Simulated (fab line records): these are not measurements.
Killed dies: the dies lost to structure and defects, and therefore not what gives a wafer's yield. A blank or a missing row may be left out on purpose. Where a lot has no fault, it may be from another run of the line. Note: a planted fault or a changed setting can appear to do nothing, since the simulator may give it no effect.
What tool caused it? :: flow sky130 :: 14 lots with 42 wafers sampled at 3 steps, on a route of 708 steps

WHAT THE GAUGES SHOWED, per wafer
SKY_NWELL_OVL_MEAS_23. Usual: NWELL_01_OVL typically reads -0.8 nm, with standard deviation 1.2.
lot: L842
measured: day 5 03:46
on: overlay-02
NWELL_01_OVL (nm): -0.4 -1.2 0.9
flag: 

lot: L843
measured: day 5 10:01
on: overlay-02
NWELL_01_OVL (nm): -2.1 -0.5 -2.8
flag: 

lot: L845
measured: day 5 21:37
on: overlay-02
NWELL_01_OVL (nm): -1.1 -1.1 -1.3
flag: 

lot: L848
measured: day 6 18:55
on: overlay-02
NWELL_01_OVL (nm): -0.5 0.9 -1.1
flag: 

lot: L849
measured: day 6 22:31
on: overlay-01
NWELL_01_OVL (nm): -0.4 0.4 -0.7
flag: 

lot: L850
measured: day 7 05:04
on: overlay-01
NWELL_01_OVL (nm): 0.4 -0.2 -0.2
flag: 

lot: L852
measured: day 7 17:40
on: overlay-01
NWELL_01_OVL (nm): 2.9 0.6 1.5
flag: 

lot: L858
measured: day 9 10:53
on: overlay-02
NWELL_01_OVL (nm): 0.3 0.6 0.8
flag: 

lot: L860
measured: day 10 04:40
on: overlay-01
NWELL_01_OVL (nm): -2.0 -1.1 -1.1
flag: 

lot: L859
measured: day 10 05:43
on: overlay-01
NWELL_01_OVL (nm): -0.6 0.5 -0.3
flag: 

lot: L861
measured: day 10 05:58
on: overlay-01
NWELL_01_OVL (nm): 0.1 -1.6 -0.6
flag: 

lot: L863
measured: day 10 14:52
on: overlay-01
NWELL_01_OVL (nm): -0.2 -2.4 -1.6
flag: 

lot: L862
measured: day 10 15:10
on: overlay-01
NWELL_01_OVL (nm): 0.7 -1.9 -0.2
flag: 

lot: L864
measured: day 10 23:46
on: overlay-01
NWELL_01_OVL (nm): -1.8 0.5 0.1
flag: 

SKY_NWELL_RS_MEAS_31: measurement is done with a four-point probe. Usual: PWDE_RS typically reads 5283 ohm/sq, with standard deviation 19.
lot: L842
measured: day 5 04:30
on: film_metro-04
PWDE_RS (ohm/sq): 5282 5277 5274
flag: 

lot: L843
measured: day 5 10:45
on: film_metro-04
PWDE_RS (ohm/sq): 5312 5286 5276
flag: 

lot: L845
measured: day 5 22:22
on: film_metro-01
PWDE_RS (ohm/sq): 5227 5277 5263
flag: 

lot: L848
measured: day 6 19:41
on: film_metro-04
PWDE_RS (ohm/sq): 5311 5289 5282
flag: 

lot: L849
measured: day 6 23:17
on: film_metro-01
PWDE_RS (ohm/sq): 5267 5264 5263
flag: 

lot: L850
measured: day 7 05:50
on: film_metro-01
PWDE_RS (ohm/sq): 5283 5283 5270
flag: 

lot: L852
measured: day 7 18:26
on: film_metro-02
PWDE_RS (ohm/sq): 5271 5258 5239
flag: 

lot: L858
measured: day 9 11:43
on: film_metro-01
PWDE_RS (ohm/sq): 5256 5273 5279
flag: 

lot: L860
measured: day 10 05:31
on: film_metro-04
PWDE_RS (ohm/sq): 5285 5284 5299
flag: 

lot: L859
measured: day 10 06:27
on: film_metro-02
PWDE_RS (ohm/sq): 5302 5278 5256
flag: 

lot: L861
measured: day 10 09:48
on: film_metro-01
PWDE_RS (ohm/sq): 5294 5269 5281
flag: 

lot: L863
measured: day 10 15:37
on: film_metro-01
PWDE_RS (ohm/sq): 5309 5278 5294
flag: 

lot: L862
measured: day 10 15:55
on: film_metro-02
PWDE_RS (ohm/sq): 5277 5275 5293
flag: 

lot: L864
measured: day 11 00:34
on: film_metro-01
PWDE_RS (ohm/sq): 5257 5277 5263
flag: 

WHAT TOOL EACH LOT RAN ON (gives the tool, then ch and the chambers of the sampled wafers, and finally the start)
lot: L842
SKY_PWDE_STRIP_09: plasma_asher-01 ch 0,1, day 3 17:56

lot: L843
SKY_PWDE_STRIP_09: plasma_asher-01 ch 0,1, day 4 00:06

lot: L845
SKY_PWDE_STRIP_09: plasma_asher-03 ch 0,1, day 4 09:57

lot: L848
SKY_PWDE_STRIP_09: plasma_asher-01 ch 0,1, day 5 06:58

lot: L849
SKY_PWDE_STRIP_09: plasma_asher-03 ch 0,1, day 5 09:12

lot: L850
SKY_PWDE_STRIP_09: plasma_asher-03 ch 0,1, day 5 15:40

lot: L852
SKY_PWDE_STRIP_09: plasma_asher-01 ch 0,1, day 6 03:31

lot: L858
SKY_PWDE_STRIP_09: plasma_asher-01 ch 0,1, day 7 17:20

lot: L860
SKY_PWDE_STRIP_09: plasma_asher-04 ch 0,1, day 8 10:35

lot: L859
SKY_PWDE_STRIP_09: plasma_asher-03 ch 0,1, day 8 10:36

lot: L861
SKY_PWDE_STRIP_09: plasma_asher-01 ch 0,1, day 8 10:56

lot: L863
SKY_PWDE_STRIP_09: plasma_asher-04 ch 0, day 8 18:27

lot: L862
SKY_PWDE_STRIP_09: plasma_asher-03 ch 0,1, day 8 19:06

lot: L864
SKY_PWDE_STRIP_09: plasma_asher-01 ch 0,1, day 9 02:57
- SKY_PWDE_STRIP_09: strips in O2/N2.

AS READ BY THE TOOLS THEMSELVES (means over the sampled wafers that have a number; for cases with no such wafer, the mark the record gives instead)
SKY_PWDE_STRIP_09. Usual: chamber_pressure_mTorr 1500.1 mTorr, standard deviation 1.5; drypump_motor_current_A 5.4 A, standard deviation 0.33; oes_product_au 0.722 a.u., standard deviation 0.0045; strip_time_to_endpoint_s 36.96 s, standard deviation 0.12.
lot: L842
tool: plasma_asher-01
chamber_pressure_mTorr (mTorr): 1499.1
drypump_motor_current_A (A): 5.3
oes_product_au (a.u.): 0.721
strip_time_to_endpoint_s (s): 36.94
flag: 

lot: L843
tool: plasma_asher-01
chamber_pressure_mTorr (mTorr): 1499.1
drypump_motor_current_A (A): 5.3
oes_product_au (a.u.): 0.724
strip_time_to_endpoint_s (s): 36.92
flag: 

lot: L845
tool: plasma_asher-03
chamber_pressure_mTorr (mTorr): 1500.7
drypump_motor_current_A (A): 5.2
oes_product_au (a.u.): 0.720
strip_time_to_endpoint_s (s): 36.81
flag: 

lot: L848
tool: plasma_asher-01
chamber_pressure_mTorr (mTorr): 1500.7
drypump_motor_current_A (A): 5.3
oes_product_au (a.u.): 0.725
strip_time_to_endpoint_s (s): 36.80
flag: 

lot: L849
tool: plasma_asher-03
chamber_pressure_mTorr (mTorr): 1500.7
drypump_motor_current_A (A): 5.2
oes_product_au (a.u.): 0.721
strip_time_to_endpoint_s (s): 37.00
flag: 

lot: L850
tool: plasma_asher-03
chamber_pressure_mTorr (mTorr): 1500.3
drypump_motor_current_A (A): 5.2
oes_product_au (a.u.): 0.728
strip_time_to_endpoint_s (s): 36.84
flag: 

lot: L852
tool: plasma_asher-01
chamber_pressure_mTorr (mTorr): 1498.2
drypump_motor_current_A (A): 5.3
oes_product_au (a.u.): 0.723
strip_time_to_endpoint_s (s): 37.15
flag: 

lot: L858
tool: plasma_asher-01
chamber_pressure_mTorr (mTorr): 1502.1
drypump_motor_current_A (A): 5.3
oes_product_au (a.u.): 0.724
strip_time_to_endpoint_s (s): 36.95
flag: 

lot: L860
tool: plasma_asher-04
chamber_pressure_mTorr (mTorr): 1501.1
drypump_motor_current_A (A): 5.5
oes_product_au (a.u.): 0.723
strip_time_to_endpoint_s (s): 37.08
flag: 

lot: L859
tool: plasma_asher-03
chamber_pressure_mTorr (mTorr): 1499.0
drypump_motor_current_A (A): 5.1
oes_product_au (a.u.): 0.722
strip_time_to_endpoint_s (s): 37.20
flag: 

lot: L861
tool: plasma_asher-01
chamber_pressure_mTorr (mTorr): 1500.9
drypump_motor_current_A (A): 5.3
oes_product_au (a.u.): 0.724
strip_time_to_endpoint_s (s): 36.78
flag: 

lot: L863
tool: plasma_asher-04
chamber_pressure_mTorr (mTorr): 1501.8
drypump_motor_current_A (A): 5.6
oes_product_au (a.u.): 0.722
strip_time_to_endpoint_s (s): 37.01
flag: 

lot: L862
tool: plasma_asher-03
chamber_pressure_mTorr (mTorr): 1499.9
drypump_motor_current_A (A): 5.5
oes_product_au (a.u.): 0.725
strip_time_to_endpoint_s (s): 37.11
flag: 

lot: L864
tool: plasma_asher-01
chamber_pressure_mTorr (mTorr): 1501.1
drypump_motor_current_A (A): 5.2
oes_product_au (a.u.): 0.722
strip_time_to_endpoint_s (s): 36.88
flag: 

THE ANSWER, worked out from the rows above alone
Rule: a lot counts as off when the mean over its wafers that have a number is more than 3 standard deviations away from the usual mean. A lot without any number at a reading at which 4 lots or more have one is off too. Any other lot the step has rows for is counted as sound. After the gauges, taken in route order, come the tools' own readings; for these a lot's mean is taken, as printed above. At the first step where some lot is off, the reading lying furthest off is the one used; lots without a number count as furthest.
None of the lots is off at any reading shown; this tells nothing.

WHAT THE SIMULATOR PUT IN
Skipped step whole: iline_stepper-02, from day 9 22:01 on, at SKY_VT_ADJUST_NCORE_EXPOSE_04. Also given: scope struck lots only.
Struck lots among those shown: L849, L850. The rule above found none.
